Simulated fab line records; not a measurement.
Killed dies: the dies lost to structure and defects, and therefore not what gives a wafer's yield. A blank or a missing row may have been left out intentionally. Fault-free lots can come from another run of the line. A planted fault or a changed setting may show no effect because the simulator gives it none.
A struck lot beside a sound one -- flow sky130 -- 18 out of 708 route steps
Sound: wafers L781.3, L781.5, L781.6. The struck wafers were L801.3, L801.4, L801.6. The cause is named last.
Order at every step that has rows: each side's tool, ch and its chambers, its first start. Under that, the readings that differ: sound wafers -- struck wafers -- difference of the means -- sigmas: that difference in standard deviations of wafers without a fault.
alike: readings with means less than 2 such deviations apart, plus words and numbers identical on both sides. not compared: withheld readings, readings lacking a value on some wafer, bounds such as >300 that could conceal the same value, and numbers that have no deviation in the record and whose values overlap.
Wherever a step has rows on one side only, a row that says differs or no value, or a row with sigmas, the two part there. Numbers that don't overlap but have no deviation are shown without sigmas and don't part them. A reading that every wafer of one side lacks parts them only if that side has two wafers or more.

first, 2 steps without rows for these wafers: SKY_CONTACT_PEB_12; SKY_CONTACT_DEVELOP_13 (develop time 60 s).
SKY_CONTACT_CD_MEAS_14: target cd 170 nm.
  sound: cd_sem-01 at day 30 23:43; struck: cd_sem-01 at day 37 21:28
reading,sound,struck,difference,sigmas
cd_nm (nm),165.9 165.7 166.7,171.3 171.7 172.7,+5.8,+3
SKY_CONTACT_OVL_MEAS_15:
  sound: overlay-01 at day 30 23:49; struck: overlay-02 at day 37 21:34
  alike: CONTACT_OVL
SKY_CONTACT_ETCH_16: etches BARC in N2/H2, stops on SiO2, time 45.9 s, target depth 60 nm.
  sound on rie_diel-02 ch 0,1,2, day 30 23:50; struck on rie_diel-02 ch 1,2,3, day 37 21:35
  alike: drypump_motor_current_A, n2_flow_sccm, oes_product_au, throttle_valve_pct
  not compared: rf_hours_counter_h
SKY_CONTACT_ETCH_17: etches SiO2 in C4F8/O2/Ar, stops on Si3N4, target depth 340 nm.
  sound on rie_diel-02 ch 0,1,2, day 30 23:53; struck on rie_diel-02 ch 1,2,3, day 37 21:38
  alike: oes_product_au
SKY_CONTACT_ETCH_18: etches Si3N4 in CHF3/O2, stops on TiN, time 39 s, target depth 75 nm.
  sound on rie_diel-02 ch 0,1,2; struck on rie_diel-02 ch 1,2,3
  alike: drypump_motor_current_A, oes_product_au, throttle_valve_pct
  not compared: rf_hours_counter_h
SKY_CONTACT_STRIP_19: strips in O2/N2.
  sound on plasma_asher-04 ch 0,1, day 31 00:00; struck on plasma_asher-03 ch 0,1, day 37 21:45
  alike: drypump_motor_current_A, n2_flow_sccm, o2_flow_sccm, oes_product_au, strip_time_to_endpoint_s
  not compared: rf_hours_counter_h
then, 4 steps without rows for these wafers: SKY_CONTACT_STRIP_20 (strips in post etch residue remover, time 1200 s); SKY_CONTACT_CLEAN_21 (cleans in IPA, time 180 s); SKY_CONTACT_CLEAN_22 (cleans in O3/DIW); SKY_CONTACT_SPUTTER_23 (material TiN, target thk 20 nm, time 80 s).
SKY_CONTACT_CVD_24: deposits W, target thk 340 nm, time 102.12 s.
  sound on cvd_w-01 ch 0,1, day 31 00:42; struck on cvd_w-02 ch 0,1, day 37 22:27
reading,sound,struck,difference,sigmas
model.W_of_CONTACT_CVD_24.thk_nm (nm),337.6 340.4 338.7,111.7 106.5 110.9,-229.2,
  alike: heater_power_outer_w, heater_power_w
SKY_CONTACT_RS_MEAS_25: measures by four-point-probe.
  sound: film_metro-03 at day 31 00:49; struck: film_metro-01 at day 37 22:34
reading,sound,struck,difference,sigmas
CONTACT_W_RS (ohm/sq),0.341 0.337 0.340,1.056 1.109 1.063,+0.737,+99 or more
SKY_CONTACT_THK_MEAS_26: measures by xrf.
  sound: film_metro-03 at day 31 00:55; struck: film_metro-01 at day 37 22:40
reading,sound,struck,difference,sigmas
CONTACT_W_THK (nm),350 355 352,112 107 111,-242,-43
SKY_CONTACT_CMP_27: polishes, stops on SiO2, t overpolish 15 s, target thk 0 nm.
  sound on cmp-02 ch 0,1,2, day 31 01:03; struck on cmp-01 ch 0,1,2, day 37 22:45
reading,sound,struck,difference,sigmas
time_to_endpoint_s (s),78 79 83,28 26 28,-53,-17
  alike: edge_zone_pressure_frac, motor_current_A
SKY_METAL1_SPUTTER_00: material Ti, target thk 15 nm, time 10 s.
  sound: pvd_sputter-01 at day 31 01:15; struck: pvd_sputter-02 at day 37 23:00
  alike: cathode_dc_power_W, throttle_valve_pct
SKY_PAD_OPEN_PROBE_99:
  rows exist in the record for the sound wafers here (prober-02, day 45 05:49), none for the struck ones

WHERE THEY PART
Last at SKY_PAD_OPEN_PROBE_99 as far as this record goes, first at SKY_CONTACT_CD_MEAS_14.

WHY: what the simulator had put in
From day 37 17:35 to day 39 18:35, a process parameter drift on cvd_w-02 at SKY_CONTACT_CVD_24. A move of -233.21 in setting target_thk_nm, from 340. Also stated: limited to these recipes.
